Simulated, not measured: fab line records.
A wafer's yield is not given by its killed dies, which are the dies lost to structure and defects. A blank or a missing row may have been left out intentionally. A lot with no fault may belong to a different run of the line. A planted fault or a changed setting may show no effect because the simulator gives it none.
Split-lot experiment + flow gf180mcu + 5 lots, 23 wafers read, on a route of 602 steps

== THE SPLIT ITSELF ==
At GF_M4_METAL_ETCH_16 (etches the open film in Cl2/BCl3, stops on SiO2, target depth 627.5 nm, time 104.6 s), the setting time-s was moved away from the recipe's 104.6 s on 10 of the 23 wafers read, by -14.8% to +12.0%. For the rest of the wafers, this setting stayed at what the recipe calls for.

Between the split and the reading, the file records no step.

== THE READING ==
oes-product-au, in a.u., at GF_M4_STRIP_17 (strips in O2/N2). On this fab line, fault-free wafers typically give 0.561 a.u. with a standard deviation of 0.0048 a.u.

| wafer  | tool, chamber at the split | time-s as run, s | against the recipe | oes-product-au, a.u. | against lot-mates on the recipe |
|--------|----------------------------|------------------|--------------------|----------------------|---------------------------------|
| L074.2 | rie-metal-02, 1            | 104.6            | recipe             | 0.562                | -                               |
| L074.3 | rie-metal-02, 1            | 117.1            | +12.0%             | 0.544                | -0.021                          |
| L074.4 | rie-metal-02, 0            | 104.6            | recipe             | 0.564                | -                               |
| L074.5 | rie-metal-02, 0            | 104.6            | recipe             | 0.569                | -                               |
| L074.6 | rie-metal-02, 1            | 117.1            | +12.0%             | 0.550                | -0.015                          |
| L075.1 | rie-metal-03, 0            | 89.63            | -14.3%             | 0.582                | +0.022                          |
| L075.2 | rie-metal-03, 0            | 89.63            | -14.3%             | 0.574                | +0.014                          |
| L075.3 | rie-metal-03, 0            | 89.63            | -14.3%             | 0.583                | +0.023                          |
| L075.4 | rie-metal-03, 0            | 104.6            | recipe             | 0.558                | -                               |
| L075.5 | rie-metal-03, 0            | 104.6            | recipe             | 0.561                | -                               |
| L076.2 | rie-metal-03, 1            | 104.6            | recipe             | 0.567                | -                               |
| L076.5 | rie-metal-03, 0            | 104.6            | recipe             | 0.564                | -                               |
| L076.6 | rie-metal-03, 1            | 104.6            | recipe             | 0.563                | -                               |
| L080.1 | rie-metal-03, 1            | 104.6            | recipe             | 0.559                | -                               |
| L080.2 | rie-metal-03, 0            | 89.08            | -14.8%             | 0.574                | +0.012                          |
| L080.3 | rie-metal-03, 1            | 104.6            | recipe             | 0.564                | -                               |
| L080.4 | rie-metal-03, 0            | 89.08            | -14.8%             | 0.578                | +0.016                          |
| L080.5 | rie-metal-03, 0            | 89.08            | -14.8%             | 0.580                | +0.018                          |
| L085.1 | rie-metal-03, 1            | 104.6            | recipe             | 0.553                | -                               |
| L085.2 | rie-metal-03, 0            | 104.6            | recipe             | 0.556                | -                               |
| L085.4 | rie-metal-03, 0            | 94.15            | -10.0%             | 0.570                | +0.016                          |
| L085.5 | rie-metal-03, 0            | 94.15            | -10.0%             | 0.566                | +0.012                          |
| L085.6 | rie-metal-03, 1            | 104.6            | recipe             | 0.554                | -                               |

FIT RESULTS
A straight line over all 23 wafers: oes-product-au changes by -0.00115 a.u. for each +1% of time-s; r = -0.90; the points scatter about the line by 0.0045 a.u.
The same after taking each lot's own level away (the mean of its wafers on the recipe; 23 wafers): -0.00131 a.u. for each +1%; r = -0.96; scatter 0.0031 a.u.
The reading moves by 0.019 a.u. for the largest change in time-s, on that fit.
Across the lots, their own levels run from 0.5543 to 0.5650 a.u., a range of 2.2 times the standard deviation given above.
In other words, the slope is changed by the lot-to-lot level; the two fits disagree.
Check: for one of the wafers moved furthest among these (-14.8%), held out of the fit, the line's prediction against its lot-mates is +0.02 a.u. It came out at +0.0125 a.u. against them.

== THESE WAFERS: OTHER SPLITS ==
These wafers also went through other splits before the reading. Each is held against what the fit with the lots' levels taken away leaves over:
| other split on the same wafers       | wafers away from the commonest value | r with oes-product-au (lot level and that fit taken away) |
|--------------------------------------|--------------------------------------|-----------------------------------------------------------|
| GF_V2_CVD_23 temp-c                  | 7                                    | -0.15                                                     |
| GF_M3_SPUTTER_04 chamber-pressure-pa | 10                                   | -0.23                                                     |
| GF_M3_COAT_09 resist-thk-nm          | 10                                   | +0.40                                                     |
| GF_M3_STRIP_17 platen-temp-c         | 10                                   | -0.07                                                     |
| GF_V3_CMP_04 leave-above-ref-nm      | 11                                   | -0.20                                                     |
| GF_V3_ETCH_17 source-w               | 5                                    | -0.06                                                     |
| GF_M4_SPUTTER_04 time-s              | 8                                    | +0.08                                                     |
| GF_M4_DEVELOP_13 develop-time-s      | 5                                    | +0.41                                                     |

== THE WHOLE CHAIN: every reading that the file lists as answering this split, in the file's order ==
| step                | what it does                                                                         | reading                                                                   | change (the file's fit)                                                              | r (the file's) |
|---------------------|--------------------------------------------------------------------------------------|---------------------------------------------------------------------------|--------------------------------------------------------------------------------------|----------------|
| GF_M4_METAL_ETCH_16 | etches the open film in Cl2/BCl3, stops on SiO2, target depth 627.5 nm, time 104.6 s | M4.feature-depth-nm (the simulator's own value, which no gauge read)      | not straight: 537.5 at the lowest setting, 604.8 at the recipe, 602.9 at the highest | not given      |
| GF_M4_METAL_ETCH_16 | etches the open film in Cl2/BCl3, stops on SiO2, target depth 627.5 nm, time 104.6 s | KrF_of_M4_COAT_09.thk-nm (the simulator's own value, which no gauge read) | -2.43 nm for each +1% of the setting                                                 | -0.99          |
| GF_M4_STRIP_17      | strips in O2/N2                                                                      | oes-product-au                                                            | -0.00132 a.u. for each +1% of the setting                                            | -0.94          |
| GF_M4_STRIP_17      | strips in O2/N2                                                                      | strip-time-to-endpoint-s                                                  | withheld for each +1% of the setting                                                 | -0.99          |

== FILE'S OWN FIT ==
oes-product-au changes by -0.00132 a.u. for each +1% of time-s, r = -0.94.
